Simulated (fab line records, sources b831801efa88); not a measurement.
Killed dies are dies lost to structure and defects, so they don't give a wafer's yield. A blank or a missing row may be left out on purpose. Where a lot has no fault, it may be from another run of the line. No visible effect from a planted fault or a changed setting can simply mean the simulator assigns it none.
Split-lot study    flow gf180mcu    route with 602 steps; 5 lots, 23 wafers read

## SPLIT DETAILS
At GF_CONTACT_CMP_04 (polishes SiO2), the setting leave above ref nm was moved away from the recipe's 560 nm on 4 of the 23 wafers read, by -4.8% to -3.8%. All remaining wafers had this setting at the recipe value.

## FROM THE SPLIT TO THE READING: what the file shows between them, 4 steps
- GF_CONTACT_PEB_12: peb time 90 s (also split here: peb temp c)
- GF_CONTACT_DEVELOP_13: develop time 60 s
- GF_CONTACT_CD_MEAS_14: target cd 220 nm
- GF_CONTACT_ETCH_16: etches BARC in N2/H2

## THE READING
CONTACT.feature depth nm (the simulator's own value, which no gauge read), in nm, at GF_CONTACT_ETCH_17 (etches SiO2 in C4F8/O2/Ar, stops on CoSi2, target depth 860 nm). The file gives no usual value for it. Across the 19 wafers here that went through the recipe, the average is 861.8 nm and the standard deviation 2.5 nm.

wafer   tool, chamber at the split  leave above ref nm as run, nm  against the recipe  CONTACT.feature depth nm, nm  against lot-mates on the recipe
L074.1  cmp-02, 1,0                 560                            recipe              863.9                         -
L074.2  cmp-02, 1,0                 560                            recipe              865.6                         -
L074.3  cmp-02, 2                   560                            recipe              863                           -
L074.4  cmp-02, 3                   560                            recipe              863.3                         -
L074.5  cmp-02, 2                   560                            recipe              867                           -
L077.1  cmp-02, 3                   560                            recipe              862.3                         -
L077.2  cmp-02, 2                   560                            recipe              860.9                         -
L077.4  cmp-02, 0                   560                            recipe              857.8                         -
L077.5  cmp-02, 2                   538.8                          -3.8%               837.5                         -22.8
L077.6  cmp-02, 1                   538.8                          -3.8%               838.1                         -22.2
L081.1  cmp-02, 2                   560                            recipe              862.8                         -
L081.2  cmp-02, 0                   560                            recipe              858.6                         -
L081.3  cmp-02, 1                   560                            recipe              862                           -
L081.5  cmp-02, 2                   560                            recipe              862.2                         -
L081.6  cmp-02, 1                   560                            recipe              859.8                         -
L082.2  cmp-01, 1                   560                            recipe              860.1                         -
L082.3  cmp-01, 0                   560                            recipe              862.8                         -
L082.5  cmp-01, 2                   560                            recipe              864.4                         -
L084.1  cmp-01, 3                   560                            recipe              858.8                         -
L084.2  cmp-01, 2                   533.1                          -4.8%               834.6                         -24.5
L084.3  cmp-01, 1                   533.1                          -4.8%               830.9                         -28.2
L084.4  cmp-01, 0                   560                            recipe              858.9                         -
L084.5  cmp-01, 2                   560                            recipe              859.7                         -
If several chambers appear in one row, that row covers several wafers at once and the file leaves open which wafer was in which chamber.

FIT RESULTS
A straight line over all 23 wafers: CONTACT.feature depth nm changes by +6.15 nm for each +1% of leave above ref nm; r = +0.97; the points scatter about the line by 2.4 nm.
The same after taking each lot's own level away (the mean of its wafers on the recipe; 23 wafers): +5.66 nm for each +1%; r = +0.99; scatter 1.6 nm.
According to that fit, moving leave above ref nm by its largest amount changes the reading by 27 nm.
Measured against the standard deviation above, the lots' own levels, which go from 859.13 to 864.56 nm, span 2.2 times it.
Hence the lot-to-lot level has little effect on the slope; both slopes agree.
Check: for one of the wafers moved furthest among these (-4.8%), held out of the fit, the line's prediction against its lot-mates is -28.4 nm. It came out at -24.5 nm against them.

## FURTHER SPLITS ON THESE WAFERS
Note: prior to the reading, these wafers also went through further splits. Each is held against what the fit with the lots' levels taken away leaves over:
other split on the same wafers  wafers away from the commonest value  r with CONTACT.feature depth nm (lot level and that fit taken away)
GF_PSD_COAT_02 resist thk nm    8                                     +0.03
GF_PSD_STRIP_10 o2 flow sccm    8                                     +0.47
GF_SAB_CVD_00 time s            4                                     -0.05
GF_SAB_ETCH_11 source w         8                                     +0.21
GF_CONTACT_PEB_12 peb temp c    10                                    -0.05

## THE WHOLE CHAIN: every reading that the file lists as answering this split, in the file's order
step                what it does                                                    reading                                                                         change (the file's fit)               r (the file's)
GF_CONTACT_CMP_04   polishes SiO2                                                   SiO2_of_CONTACT_CVD_02.thk nm (the simulator's own value, which no gauge read)  +5.59 nm for each +1% of the setting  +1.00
GF_CONTACT_ETCH_17  etches SiO2 in C4F8/O2/Ar, stops on CoSi2, target depth 860 nm  CONTACT.feature depth nm (the simulator's own value, which no gauge read)       +5.66 nm for each +1% of the setting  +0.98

## THE FILE'S OWN FIT
CONTACT.feature depth nm changes by +5.66 nm for each +1% of leave above ref nm, r = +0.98.
